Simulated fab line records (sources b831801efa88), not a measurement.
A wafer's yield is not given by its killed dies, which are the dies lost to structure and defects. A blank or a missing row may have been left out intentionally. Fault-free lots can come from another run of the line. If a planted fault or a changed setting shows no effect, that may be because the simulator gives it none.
What tool caused it?    flow gf180mcu    at 1 step of a route of 602, 12 lots with 36 wafers sampled

WHAT THE GAUGES READ, wafer by wafer
GF_V3_THK_MEAS_25: measures by xrf.
lot   measured      on             V3_W_THK (nm)
L075  day 22 20:27  film_metro-02  328 336 328
L077  day 23 15:15  film_metro-02  329 335 335
L079  day 24 04:49  film_metro-01  337 333 328
L081  day 25 00:04  film_metro-03  336 335 330
L083  day 25 16:48  film_metro-03  340 336 336
L085  day 26 07:20  film_metro-02  333 339 337
L087  day 26 20:42  film_metro-02  334 334 335
L089  day 27 18:10  film_metro-03  342 331 338
L091  day 28 05:37  film_metro-01  323 322 325
L093  day 28 20:51  film_metro-01  332 331 326
L095  day 29 05:42  film_metro-01  336 337 336
L097  day 29 20:45  film_metro-03  338 338 336

WHICH TOOL RAN EACH LOT (tool, then ch and the chambers of the sampled wafers, then the start)
The record shows no process step preceding these readings.

THE ANSWER, worked out from the rows above alone
Rule: usual is defined by the lots themselves. Put in order of their means at a reading, lots are off if they are a third of the lots or fewer, leave a main group of 4 or more, and stand apart from it by a gap of 3 or more times the standard deviation of the main group's means; of several such gaps the widest counts. Not used: any main group whose means are identical at the precision the tables above print for the reading. A lot without any number at a reading at which 4 lots or more have one is off too. Where the step has rows for the other lots, those lots are counted as sound.
Nothing can be told from this: no lot is off at any reading shown.

WHAT THE SIMULATOR PUT IN
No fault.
